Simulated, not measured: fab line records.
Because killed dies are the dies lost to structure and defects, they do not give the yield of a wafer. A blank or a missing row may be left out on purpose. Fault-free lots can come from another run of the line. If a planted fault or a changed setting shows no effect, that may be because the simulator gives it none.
Code-filled problem report in 8D (eight disciplines) form ; flow gf180mcu ; the parts of the form that need people (team, actions taken, sign-off) are left out

## 1. THE ISSUE
GF_PSD_STRIP_10, oes_product_au: mean 0.765 a.u. on 3 wafers (1 lot); fault-free wafers 0.592 a.u., standard deviation 0.0045. Measured from the usual mean, that is +38 standard deviations.
The step: strips in O2/N2.
The first sign was on wafer L815.2 at day 16 23:22, on plasma_asher-03. The record has a number at this step for 15 wafers belonging to 5 lots. By rule, "out" or "out of limits" means more than 4 standard deviations away from the usual mean. All remaining wafers that have a number are taken as sound.

## 2. WHAT IT IS, AND WHAT IT ISN'T
question;is;is not
which readings at this step;oes_product_au;drypump_motor_current_A, heater_power_w
which lots;L815;L808, L822, L823, L828
which wafers of those lots;all that have a number;-
read on which tools;plasma_asher-03;plasma_asher-02
when;from day 16 23:22;"up to then (3 sound wafers); but 9 sound wafers of L822, L823, L828 came after"

## 3. WHAT RULES OUT EACH SUSPECT
Counting: any tool at a process step up to the reading is kept as a suspect provided that every lot that is out went through it and no sound lot did after the first of them.
- plasma_asher-01 at GF_NSD_STRIP_11 (strips in O2/N2): kept. It ran the lot that is out, L815 (day 16 00:46), and no sound lot after that; its last sound lot up to then is L808 (day 13 18:32).
- plasma_asher-03 at GF_PSD_STRIP_10 (strips in O2/N2): ruled out as a lasting fault. The sound lots L823 went through it after L815, its earliest lot that is out (day 16 23:22).
The count leaves plasma_asher-01 at GF_NSD_STRIP_11.

## 4. THE CAUSE (what the simulator had put in)
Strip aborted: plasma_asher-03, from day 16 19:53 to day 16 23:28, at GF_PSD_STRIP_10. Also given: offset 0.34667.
Counting ruled it out, wrongly.

## 5. THE CHAIN OF EFFECTS, in route order
Each row: a reading whose mean over the struck wafers that have a number lies more than 3 standard deviations from the usual. Readings are gone through only where the record gives a usual standard deviation; hours: the median, over the lots, of the time from a lot's start at the first step in this table giving one to that lot's start at this step; sigmas: the change measured in usual standard deviations.
hours;step;reading;usual;on struck wafers;change;sigmas
0;GF_PSD_STRIP_10;oes_product_au;0.592 a.u.;0.765;+0.173;+38
It contains these process steps:
- GF_PSD_STRIP_10: strips in O2/N2.
Readings that are blank on the struck wafers while sound wafers have them: strip_time_to_endpoint_s at GF_PSD_STRIP_10.
At these later measuring or inspecting steps, every struck wafer for which the step has a row has a number for every such reading, and none has moved that far: GF_PSD_TW_MEAS_11.

## 6. HOW IT WOULD HAVE BEEN CAUGHT EARLIER
First out-of-limits reading in this record: day 16 23:22, which is 3 hours after fault onset at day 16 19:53.
